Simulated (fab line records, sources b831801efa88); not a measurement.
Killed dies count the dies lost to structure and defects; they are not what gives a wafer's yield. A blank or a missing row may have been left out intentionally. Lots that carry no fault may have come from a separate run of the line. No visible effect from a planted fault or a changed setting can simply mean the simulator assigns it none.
fab line records	flow sky130
record: lots: 6	wafers: 18	last-day: 50
route steps=708 shown VIA3@587 METAL4@598 PAD_OPEN@708
lots untouched by any fault: they come from a run of this same line in which no faults occurred
start-h: hours from the record's first day to the start of the lot's first wafer shown	wait-h: hours from the lot's prior step to this one	" identical to the entry in the row above	L1.1+2: one row covering several wafers at once	- no value, or no start given	* or withheld: withheld	< > ~ a bound
route shown NAME@n: a module of which the file shows steps, and the number in the route of the first	usual: the fault-free wafers' mean and standard deviation	same: alike in all rows	chamber/n: place in a boat	sites: the reading at each site	_std_site: their standard deviation	_edge_site: mean of outer sites minus mean of inner sites	radius-mm: how far each site lies from the wafer's centre	mask NAME#n: copy n	behind: the tool/chamber that last shaped the wafer	hold: reason for holding the lot/hours on hold/outcome of the hold	device: which transistor (n, p or np) failed to switch	end of line: the tests these same wafers got at the end of their route	where a step has no rows: the recipe by itself	killed: not the wafer's yield, but the dies lost to structure and defects at the first sort	map: the dies of a wafer, with x for killed, . for not killed, _ for no die there
set.NAME: the run value of the setting; set.NAME@STEP: its run value at that earlier step	model.NAME: the simulator's own value behind a step, which no gauge read
lots at some steps of the route; a table a step, a row a wafer
services: a tool's chamber out of use, with start hour (start-h, from the record's first day; less than 0 if before it), hours out, and reason
== steps ==
step: SKY_VIA3_ETCH_14
recipe: chemistry: N2/H2	target: BARC	ion-energy-ev: 200	source-w: 500	bias-w: 100	pressure-mtorr: 30	n2-flow-sccm: 100	h2-flow-sccm: 200	stop-on: SiO2	time-s: 45.9	target-depth-a: 600
usual: drypump-motor-current-A: 5.8/0.36	n2-flow-sccm: 100.04/0.28	oes-product-au: 0.855/0.0044	throttle-valve-pct: 13.225/0.0094
lot.wafer	tool	chamber	start-h	wait-h	drypump-motor-current-A	n2-flow-sccm	oes-product-au	rf-hours-counter-h	throttle-valve-pct
L740.3	rie-diel-01	2	929.23	0.0	6.2	100.09	0.854	16	13.245
L740.4	"	1	"	"	5.9	100.44	0.847	9	13.229
L740.5	"	2	"	"	6.2	99.96	0.857	-	13.225
L743.1	rie-diel-02	1	951.58	0.0	5.9	99.75	0.852	20	13.219
L743.2	"	0	"	"	5.9	99.89	0.853	19	13.215
L743.4	"	2	"	"	5.8	99.82	0.860	9	13.247
L748.1	rie-diel-04	0	989.83	0.0	6.0	100.66	0.854	12	13.230
L748.3	"	3	"	"	5.7	100.27	0.847	3	13.237
L748.4	"	1	"	"	5.3	99.91	0.857	16	13.207
L750.2	rie-diel-01	0	997.77	0.0	5.0	100.09	0.851	14	13.244
L750.3	"	3	"	"	6.3	100.06	0.856	13	13.217
L750.5	"	2	"	"	6.2	100.21	0.854	-	13.234
L758.1	rie-diel-01	2	1055.92	0.0	6.2	100.35	0.857	19	13.214
L758.3	"	1	"	"	5.8	99.94	0.858	13	13.215
L758.5	"	3	"	"	6.3	99.76	0.850	-	13.238
L763.1	rie-diel-01	2	1080.26	0.0	6.2	100.15	0.851	20	13.225
L763.4	"	1	"	"	5.9	100.60	0.849	14	13.231
L763.5	"	0	"	"	5.0	100.13	0.863	-	13.224
step: SKY_VIA3_ETCH_15
recipe: target: SiO2	chemistry: C4F8/O2/Ar	target-depth-nm: 507	stop-on: TiN	mask-material: KrF-thick	source-w: 1500	bias-w: 1200	pressure-mtorr: 40	c4f8-flow-sccm: withheld	O2_flow_sccm: 6	Ar_flow_sccm: 300	time-s: 78
usual: oes-product-au: 0.945/0.0046
lot.wafer	tool	chamber	start-h	wait-h	oes-product-au	rf-hours-counter-h
L740.3	rie-diel-01	2	929.27	0.0	0.946	16
L740.4	"	1	"	"	0.942	9
L740.5	"	2	"	"	0.948	-
L743.1	rie-diel-02	1	951.62	0.0	0.946	20
L743.2	"	0	"	"	0.946	19
L743.4	"	2	"	"	0.944	9
L748.1	rie-diel-04	0	989.87	0.0	0.938	12
L748.3	"	3	"	"	0.951	4
L748.4	"	1	"	"	0.944	16
L750.2	rie-diel-01	0	997.81	0.0	0.944	14
L750.3	"	3	"	"	0.949	13
L750.5	"	2	"	"	0.943	-
L758.1	rie-diel-01	2	1055.96	0.0	0.939	19
L758.3	"	1	"	"	0.942	13
L758.5	"	3	"	"	0.944	-
L763.1	rie-diel-01	2	1080.30	0.0	0.943	20
L763.4	"	1	"	"	0.946	14
L763.5	"	0	"	"	0.943	-
step: SKY_VIA3_STRIP_16
recipe: chemistry: O2/N2	power-w: 1400	pressure-mtorr: 1500	platen-temp-c: withheld	o2-flow-sccm: 3000	n2-flow-sccm: 300	overash-fraction: 0.5
usual: drypump-motor-current-A: 5.81/0.16	n2-flow-sccm: 299.9/1	oes-product-au: 0.402/0.0045	strip-time-to-endpoint-s: 4.137/0.024
lot.wafer	tool	chamber	start-h	wait-h	drypump-motor-current-A	n2-flow-sccm	oes-product-au	rf-hours-counter-h	strip-time-to-endpoint-s
L740.3	plasma-asher-04	0	929.36	0.1	5.79	300.1	0.399	-	4.145
L740.4	"	1	"	"	5.89	300.8	0.404	-	4.144
L740.5	"	1	"	"	5.92	302.0	0.407	-	4.117
L743.1	plasma-asher-04	1	951.68	0.0	5.92	298.6	0.400	19	4.135
L743.2	"	0	"	"	5.80	301.3	0.395	19	4.104
L743.4	"	1	"	"	5.90	300.5	0.407	-	4.142
L748.1	plasma-asher-01	0	989.93	0.0	5.27	300.4	0.402	121	4.117
L748.3	"	1	"	"	5.75	299.6	0.401	-	4.109
L748.4	"	0	"	"	5.28	298.4	0.403	-	4.095
L750.2	plasma-asher-01	1	997.87	0.0	5.69	300.1	0.399	122	4.108
L750.3	"	1	"	"	5.72	300.5	0.398	-	4.132
L750.5	"	1	"	"	5.72	301.1	0.407	-	4.158
L758.1	plasma-asher-03	1	1056.02	0.0	5.97	299.9	0.396	61	4.143
L758.3	"	0	"	"	5.81	300.1	0.411	-	4.149
L758.5	"	0	"	"	5.82	299.2	0.401	-	4.147
L763.1	plasma-asher-04	1	1080.36	0.0	5.87	300.0	0.402	33	4.155
L763.4	"	0	"	"	5.79	300.2	0.409	-	4.172
L763.5	"	1	"	"	5.91	300.5	0.402	-	4.149
step: SKY_VIA3_STRIP_17
recipe: chemistry: post-etch-residue-remover	time-s: 1200	temp-c: 72.5
step: SKY_VIA3_CLEAN_18
recipe: chemistry: IPA	time-s: 180	temp-c: 25
step: SKY_VIA3_CLEAN_19
recipe: chemistry: O3/DIW	dry: n2-spin
step: SKY_VIA3_SPUTTER_20
recipe: material: TiN	target-thk-nm: 20	chamber-pressure-pa: 5	power-w: 4000	time-s: 80
step: SKY_VIA3_CVD_21
recipe: material: W	target-thk-nm: 390	time-s: 117.31	temp-c: 400	pressure-torr: 40
step: SKY_VIA3_RS_MEAS_22
recipe: thk-meas-gauge: four-point-probe	reads: W_of_VIA3_CVD_21+TiN_of_VIA3_SPUTTER_20
usual: VIA3_W_RS: 0.293/0.0048
lot.wafer	tool	chamber	start-h	wait-h	VIA3_W_RS[ohm/sq]
L740.3	film-metro-02	-	930.15	0.1	0.298
L740.4	"	-	"	"	0.291
L740.5	"	-	"	"	0.288
L743.1	film-metro-03	-	952.45	0.1	0.289
L743.2	"	-	"	"	0.297
L743.4	"	-	"	"	0.290
L748.1	film-metro-01	-	990.74	0.1	0.300
L748.3	"	-	"	"	0.289
L748.4	"	-	"	"	0.299
L750.2	film-metro-03	-	998.68	0.1	0.297
L750.3	"	-	"	"	0.299
L750.5	"	-	"	"	0.290
L758.1	film-metro-03	-	1056.80	0.1	0.295
L758.3	"	-	"	"	0.290
L758.5	"	-	"	"	0.302
L763.1	film-metro-02	-	1081.21	0.1	0.296
L763.4	"	-	"	"	0.302
L763.5	"	-	"	"	0.300
step: SKY_VIA3_THK_MEAS_23
recipe: thk-meas-gauge: xrf	reads: W_of_VIA3_CVD_21
usual: VIA3_W_THK: 374/6.9
lot.wafer	tool	chamber	start-h	wait-h	VIA3_W_THK[nm]
L740.3	film-metro-02	-	930.25	0.1	366
L740.4	"	-	"	"	375
L740.5	"	-	"	"	379
L743.1	film-metro-03	-	952.57	0.1	380
L743.2	"	-	"	"	370
L743.4	"	-	"	"	380
L748.1	film-metro-01	-	990.86	0.1	366
L748.3	"	-	"	"	382
L748.4	"	-	"	"	369
L750.2	film-metro-03	-	998.79	0.1	365
L750.3	"	-	"	"	360
L750.5	"	-	"	"	374
L758.1	film-metro-03	-	1056.92	0.1	372
L758.3	"	-	"	"	378
L758.5	"	-	"	"	364
L763.1	film-metro-02	-	1081.33	0.1	374
L763.4	"	-	"	"	366
L763.5	"	-	"	"	369
step: SKY_VIA3_CMP_24
recipe: stop-on: SiO2	t-overpolish-s: 20	down-force-psi: 3.5	platen-rpm: 60	target-thk-nm: 0	pad-velocity-m-s: 0.94248
step: SKY_METAL4_SPUTTER_00
recipe: material: Ti	target-thk-nm: 15	power-w: 3000	time-s: 10	chamber-pressure-pa: 0.4
usual: throttle-valve-pct: 30.4/1.1
lot.wafer	tool	chamber	start-h	wait-h	throttle-valve-pct
L740.3	pvd-sputter-02	-	930.59	0.2	31.8
L740.4	"	-	"	"	31.1
L740.5	"	-	"	"	31.1
L743.1	pvd-sputter-03	-	952.93	0.2	30.1
L743.2	"	-	"	"	28.7
L743.4	"	-	"	"	29.8
L748.1	pvd-sputter-03	-	991.22	0.2	28.9
L748.3	"	-	"	"	29.4
L748.4	"	-	"	"	31.0
L750.2	pvd-sputter-03	-	999.14	0.2	28.7
L750.3	"	-	"	"	29.8
L750.5	"	-	"	"	29.7
L758.1	pvd-sputter-04	-	1057.28	0.1	27.8
L758.3	"	-	"	"	28.9
L758.5	"	-	"	"	28.8
L763.1	pvd-sputter-02	-	1081.72	0.3	31.8
L763.4	"	-	"	"	32.0
L763.5	"	-	"	"	31.3
step: SKY_METAL4_SPUTTER_01
recipe: material: TiN	target-thk-nm: 20	power-w: 6500	time-s: 16.7	chamber-pressure-pa: 0.4
usual: throttle-valve-pct: 30.4/1.1
lot.wafer	tool	chamber	start-h	wait-h	throttle-valve-pct	model.TiN_of_METAL4_SPUTTER_01.thk-nm
L740.3	pvd-sputter-02	-	930.61	0.0	31.9	20.18
L740.4	"	-	"	"	30.9	20.29
L740.5	"	-	"	"	30.8	20.27
L743.1	pvd-sputter-03	-	952.96	0.0	30.2	19.97
L743.2	"	-	"	"	28.7	19.81
L743.4	"	-	"	"	29.5	19.84
L748.1	pvd-sputter-03	-	991.24	0.0	28.9	19.94
L748.3	"	-	"	"	29.6	26.06
L748.4	"	-	"	"	31.2	26.35
L750.2	pvd-sputter-03	-	999.17	0.0	28.5	19.77
L750.3	"	-	"	"	29.5	25.85
L750.5	"	-	"	"	29.3	19.78
L758.1	pvd-sputter-04	-	1057.30	0.0	27.8	20.24
L758.3	"	-	"	"	29.1	20.29
L758.5	"	-	"	"	28.6	20.26
L763.1	pvd-sputter-02	-	1081.74	0.0	31.8	20.24
L763.4	"	-	"	"	32.1	20.16
L763.5	"	-	"	"	31.7	20.24
step: SKY_METAL4_SPUTTER_02
recipe: material: AlCu	target-thk-nm: 735	power-w: 10600	time-s: 39.1	chamber-pressure-pa: 0.4
usual: throttle-valve-pct: 30.4/1.1
lot.wafer	tool	chamber	start-h	wait-h	throttle-valve-pct
L740.3	pvd-sputter-02	-	930.64	0.0	31.7
L740.4	"	-	"	"	30.8
L740.5	"	-	"	"	31.1
L743.1	pvd-sputter-03	-	952.98	0.0	30.1
L743.2	"	-	"	"	28.7
L743.4	"	-	"	"	29.4
L748.1	pvd-sputter-03	-	991.27	0.0	28.8
L748.3	"	-	"	"	29.6
L748.4	"	-	"	"	30.9
L750.2	pvd-sputter-03	-	999.19	0.0	28.9
L750.3	"	-	"	"	29.6
L750.5	"	-	"	"	29.6
L758.1	pvd-sputter-04	-	1057.32	0.0	27.3
L758.3	"	-	"	"	28.8
L758.5	"	-	"	"	28.7
L763.1	pvd-sputter-02	-	1081.77	0.0	31.4
L763.4	"	-	"	"	31.7
L763.5	"	-	"	"	31.6
step: SKY_PAD_OPEN_PROBE_99
usual: defect-limited-yield: 81.9/1.9	killed_at_M0_to_M3: 45/7.3	killed_at_M4_up: 3.2/1.8	killed-at-contacts: 25/5.5	killed-at-front-end: 15/4.2	killed-at-other: 0.3/0.69	killed-dies: 89/9.4	killed-open: 49/6.6	killed-short: 40/6.4	sort_bin_3_pad_short: 0.9/0.43	sort_bin_5_function: 10.7/1.5	sort_bin_6_memory: 6.5/1.2	sort-n-pass: 403/9.4	sort-yield-pct: 81.9/1.9
same: gross-dies: 492	killed-at-back-side: 0	sort_bin_4_leakage[%]: 0	sort_bin_8_speed[%]: 0
lot.wafer	tool	chamber	start-h	wait-h	defect-limited-yield[%]	killed_at_M0_to_M3	killed_at_M4_up	killed-at-contacts	killed-at-front-end	killed-at-other	killed-dies	killed-open	killed-short	sort_bin_3_pad_short[%]	sort_bin_5_function[%]	sort_bin_6_memory[%]	sort-n-pass	sort-yield-pct[%]
L763.1	prober-01	-	1198.51	0.1	81.1	42	1	25	25	0	93	57	36	1.0	12.0	5.9	399	81.1
L763.4	prober-01	-	1198.66	0.2	80.3	47	5	18	27	0	97	60	37	0.8	9.6	9.3	395	80.3
L763.5	prober-01	-	1198.71	0.2	83.3	43	7	18	14	0	82	40	42	0.8	11.0	4.9	410	83.3
killed by level:class
L763.1 VIA1:geometric-particle:open=12 LI_CONTACT:geometric-particle:open=9 VIA2:geometric-particle:open=7 POLY_GATE:geometric-particle:open=6 METAL2:geometric-particle:short=6 POLY_GATE:geometric-particle:short=5 CONTACT:geometric-particle:open=5 VIA3:geometric-particle:open=5
L763.4 VIA1:geometric-particle:open=15 CONTACT:geometric-particle:open=10 VIA3:geometric-particle:open=7 FIELD_ISO:geometric-particle:short=6 POLY_GATE:geometric-particle:open=6 METAL2:geometric-particle:short=6 FIELD_ISO:geometric-particle:open=5 POLY_GATE:geometric-particle:short=5
L763.5 METAL1:geometric-particle:short=8 CONTACT:geometric-particle:open=7 VIA1:geometric-particle:open=7 VIA1:geometric-particle:short=5 VIA2:geometric-particle:open=5 METAL4:geometric-particle:short=5 FIELD_ISO:geometric-particle:short=4 POLY_GATE:geometric-particle:short=4
== services ==
tool	chamber	start-h	hours	kind
pvd-sputter-04	-	909.05	1.5	repair
rie-diel-02	-	916.76	1.3	repair
plasma-asher-03	-	919.08	3.2	repair
rie-diel-04	-	919.87	15.6	pm
rie-diel-04	3	936.56	18.8	repair
rie-diel-04	0	940.90	3.8	repair
rie-diel-02	1	952.13	5.0	repair
pvd-sputter-04	-	952.46	1.3	repair
rie-diel-04	2	958.07	9.2	repair
pvd-sputter-02	-	965.40	1.8	repair
rie-diel-04	2	978.66	3.6	repair
pvd-sputter-04	-	987.84	2.0	repair
rie-diel-04	3	995.21	3.6	repair
plasma-asher-04	-	1004.67	1.3	repair
plasma-asher-03	-	1009.32	9.9	repair
plasma-asher-03	-	1021.09	0.5	repair
rie-diel-02	1	1022.30	3.3	repair
rie-diel-02	1	1048.64	1.6	repair
plasma-asher-01	-	1055.25	9.0	pm
plasma-asher-01	0	1055.25	9.0	vent-cycle
plasma-asher-01	1	1055.25	9.0	vent-cycle
plasma-asher-01	0	1064.25	-	clean
plasma-asher-01	1	1064.25	-	clean
rie-diel-02	1	1069.57	15.1	repair
== key ==
first-sign none at tools or gauges
model-effect: step: SKY_METAL4_SPUTTER_01	value: TiN_of_METAL4_SPUTTER_01.thk-nm	without: 20.01	struck: 26.09
met-at SKY_METAL4_SPUTTER_01
struck-wafers L748.3,L748.4,L750.3
onset-between 952.96 991.24
fault: kind: process-parameter-drift	tool: pvd-sputter-03	chamber: -	onset-h: 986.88	steps: SKY_METAL4_SPUTTER_01	channel: target-thk-nm	offset: 6.0784	shape: step	end-h: 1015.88	scope: struck-wafers-only	acts-in: these-recipes-only	stated: 20
